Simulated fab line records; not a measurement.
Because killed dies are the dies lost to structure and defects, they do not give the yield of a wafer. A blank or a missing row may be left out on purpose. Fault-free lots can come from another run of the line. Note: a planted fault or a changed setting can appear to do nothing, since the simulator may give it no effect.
Which tool is to blame? | flow gf180mcu | 36 wafers from 12 lots sampled at 5 of the route's 602 steps

== WHAT THE GAUGES SHOWED, per wafer ==
GF_M3_CD_MEAS_14: the cd target is 280 nm. Usual: cd_nm 279.9 nm, standard deviation 1.1.
lot  | measured     | on        | cd_nm (nm)        | flag
L210 | day 21 18:58 | cd_sem-01 | 279.7 279.2 279.4 |
L211 | day 22 05:28 | cd_sem-02 | 280.5 279.8 280.4 |
L212 | day 22 08:55 | cd_sem-02 | 279.7 281.1 281.4 |
L214 | day 23 07:28 | cd_sem-01 | 279.2 279.5 280.1 |
L215 | day 23 15:08 | cd_sem-01 | 279.1 277.9 278.7 |
L216 | day 23 17:57 | cd_sem-01 | 280.6 281.7 281.0 |
L217 | day 24 13:13 | cd_sem-02 | 280.0 282.0 281.6 |
L218 | day 24 16:08 | cd_sem-01 | 279.0 279.7 280.0 |
L219 | day 25 00:34 | cd_sem-02 | 279.9 278.1 278.9 |
L220 | day 25 11:07 | cd_sem-01 | 267.8 279.7 279.3 | OFF
L222 | day 25 21:55 | cd_sem-01 | 268.3 279.4 278.6 | OFF
L232 | day 28 20:02 | cd_sem-01 | 283.8 281.4 281.9 |

== WHAT TOOL EACH LOT RAN ON (gives the tool, then ch and the chambers of the sampled wafers, and finally the start) ==
lot  | GF_V2_SPUTTER_21             | GF_M3_SPUTTER_02             | GF_M3_SPUTTER_04             | GF_M3_EXPOSE_11
L210 | pvd_sputter-01, day 20 18:12 | pvd_sputter-03, day 20 19:02 | pvd_sputter-03, day 20 19:05 | krf_scanner-02 ch 0, day 21 07:07
L211 | pvd_sputter-02, day 21 05:14 | pvd_sputter-04, day 21 06:04 | pvd_sputter-04, day 21 06:07 | krf_scanner-01 ch 0, day 21 18:08
L212 | pvd_sputter-01, day 21 07:50 | pvd_sputter-02, day 21 08:40 | pvd_sputter-02, day 21 08:43 | krf_scanner-02 ch 0, day 21 21:11
L214 | pvd_sputter-02, day 22 07:35 | pvd_sputter-03, day 22 08:24 | pvd_sputter-03, day 22 08:27 | krf_scanner-02 ch 0, day 22 20:16
L215 | pvd_sputter-02, day 22 14:55 | pvd_sputter-03, day 22 15:44 | pvd_sputter-03, day 22 15:48 | krf_scanner-01 ch 0, day 23 03:46
L216 | pvd_sputter-04, day 22 19:04 | pvd_sputter-03, day 22 19:53 | pvd_sputter-03, day 22 19:56 | krf_scanner-01 ch 0, day 23 07:25
L217 | pvd_sputter-01, day 23 14:14 | pvd_sputter-03, day 23 15:04 | pvd_sputter-03, day 23 15:07 | krf_scanner-01 ch 0, day 24 02:01
L218 | pvd_sputter-04, day 23 17:10 | pvd_sputter-03, day 23 18:00 | pvd_sputter-03, day 23 18:03 | krf_scanner-01 ch 0, day 24 05:39
L219 | pvd_sputter-02, day 24 01:34 | pvd_sputter-04, day 24 02:24 | pvd_sputter-04, day 24 02:27 | krf_scanner-01 ch 0, day 24 14:19
L220 | pvd_sputter-01, day 24 12:38 | pvd_sputter-03, day 24 13:27 | pvd_sputter-03, day 24 13:30 | krf_scanner-01 ch 0, day 25 00:30
L222 | pvd_sputter-02, day 24 23:32 | pvd_sputter-04, day 25 00:37 | pvd_sputter-04, day 25 00:40 | krf_scanner-01 ch 0, day 25 11:33
L232 | pvd_sputter-04, day 27 23:55 | pvd_sputter-02, day 28 00:45 | pvd_sputter-02, day 28 00:48 | krf_scanner-02 ch 0, day 28 10:15
- GF_V2_SPUTTER_21: material Ti, target thk 15 nm, time 80.02 s.
- GF_M3_SPUTTER_02: material AlCu, target thk 450 nm, time 23.9 s.
- GF_M3_SPUTTER_04: material TiN, target thk 50 nm, time 41.7 s.
- GF_M3_EXPOSE_11: exposes mask Metal3, target cd 280 nm.

== WHAT THE TOOLS THEMSELVES READ (means of the sampled wafers that have a number; where no wafer has one, the mark that the record gives instead) ==
GF_V2_SPUTTER_21. Usual: throttle_valve_pct 29.9 %, standard deviation 0.88.
lot  | tool           | throttle_valve_pct (%) | flag
L210 | pvd_sputter-01 | 29.4                   |
L211 | pvd_sputter-02 | 29.6                   |
L212 | pvd_sputter-01 | 29.2                   |
L214 | pvd_sputter-02 | 29.8                   |
L215 | pvd_sputter-02 | 29.4                   |
L216 | pvd_sputter-04 | 29.8                   |
L217 | pvd_sputter-01 | 29.2                   |
L218 | pvd_sputter-04 | 29.4                   |
L219 | pvd_sputter-02 | 30.1                   |
L220 | pvd_sputter-01 | 29.7                   |
L222 | pvd_sputter-02 | 30.8                   |
L232 | pvd_sputter-04 | 28.9                   |

GF_M3_SPUTTER_02. Usual: throttle_valve_pct 29.9 %, standard deviation 0.69.
lot  | tool           | throttle_valve_pct (%) | flag
L210 | pvd_sputter-03 | 29.9                   |
L211 | pvd_sputter-04 | 29.6                   |
L212 | pvd_sputter-02 | 30.3                   |
L214 | pvd_sputter-03 | 30.7                   |
L215 | pvd_sputter-03 | 29.9                   |
L216 | pvd_sputter-03 | 29.7                   |
L217 | pvd_sputter-03 | 29.4                   |
L218 | pvd_sputter-03 | 29.6                   |
L219 | pvd_sputter-04 | 29.4                   |
L220 | pvd_sputter-03 | 29.8                   |
L222 | pvd_sputter-04 | 28.7                   |
L232 | pvd_sputter-02 | 30.8                   |

GF_M3_SPUTTER_04. Usual: throttle_valve_pct 29.9 %, standard deviation 0.71.
lot  | tool           | throttle_valve_pct (%) | flag
L210 | pvd_sputter-03 | 29.8                   |
L211 | pvd_sputter-04 | 29.6                   |
L212 | pvd_sputter-02 | 30.2                   |
L214 | pvd_sputter-03 | 30.6                   |
L215 | pvd_sputter-03 | 29.9                   |
L216 | pvd_sputter-03 | 29.7                   |
L217 | pvd_sputter-03 | 29.5                   |
L218 | pvd_sputter-03 | 29.6                   |
L219 | pvd_sputter-04 | 29.4                   |
L220 | pvd_sputter-03 | 29.8                   |
L222 | pvd_sputter-04 | 28.9                   |
L232 | pvd_sputter-02 | 30.9                   |

GF_M3_EXPOSE_11. Usual: reticle_temp_C 23.00 C, standard deviation 0.11.
lot  | tool           | reticle_temp_C (C) | flag
L210 | krf_scanner-02 | 22.82              |
L211 | krf_scanner-01 | 22.97              |
L212 | krf_scanner-02 | 22.95              |
L214 | krf_scanner-02 | 23.07              |
L215 | krf_scanner-01 | 23.06              |
L216 | krf_scanner-01 | 23.09              |
L217 | krf_scanner-01 | 23.03              |
L218 | krf_scanner-01 | 23.06              |
L219 | krf_scanner-01 | 23.03              |
L220 | krf_scanner-01 | 22.84              |
L222 | krf_scanner-01 | 23.09              |
L232 | krf_scanner-02 | 23.11              |

== THE ANSWER, worked out from the rows above alone ==
Rule: take the mean of a lot's wafers that have a number; if it is more than 3 standard deviations from the usual mean, the lot is off. A lot without any number at a reading at which 4 lots or more have one is off too. Where the step has rows for the other lots, those lots are counted as sound. Order of review: gauges by route order, followed by the tools' own readings, for which a lot's mean as printed above is used. The first step at which some lot is off is used, and at that step the reading that is off furthest; a lot without a number counts as furthest.
Off: L220, L222, at GF_M3_CD_MEAS_14 (cd_nm).
If a tool, at a process step before that reading, ran all the lots that are off and no sound lot after the first of them, it fits. Those tools and the gauges at GF_M3_CD_MEAS_14 are tried in the same way. One fits: GF_M3_EXPOSE_11 on krf_scanner-01. Its last sound lot is L219 (day 24 14:19), its first lot that is off L220 (day 25 00:30): a fault that began between those two fits.

== WHAT THE SIMULATOR HAD INSERTED ==
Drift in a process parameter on krf_scanner-01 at GF_M3_EXPOSE_11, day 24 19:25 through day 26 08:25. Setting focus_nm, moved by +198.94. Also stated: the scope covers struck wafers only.
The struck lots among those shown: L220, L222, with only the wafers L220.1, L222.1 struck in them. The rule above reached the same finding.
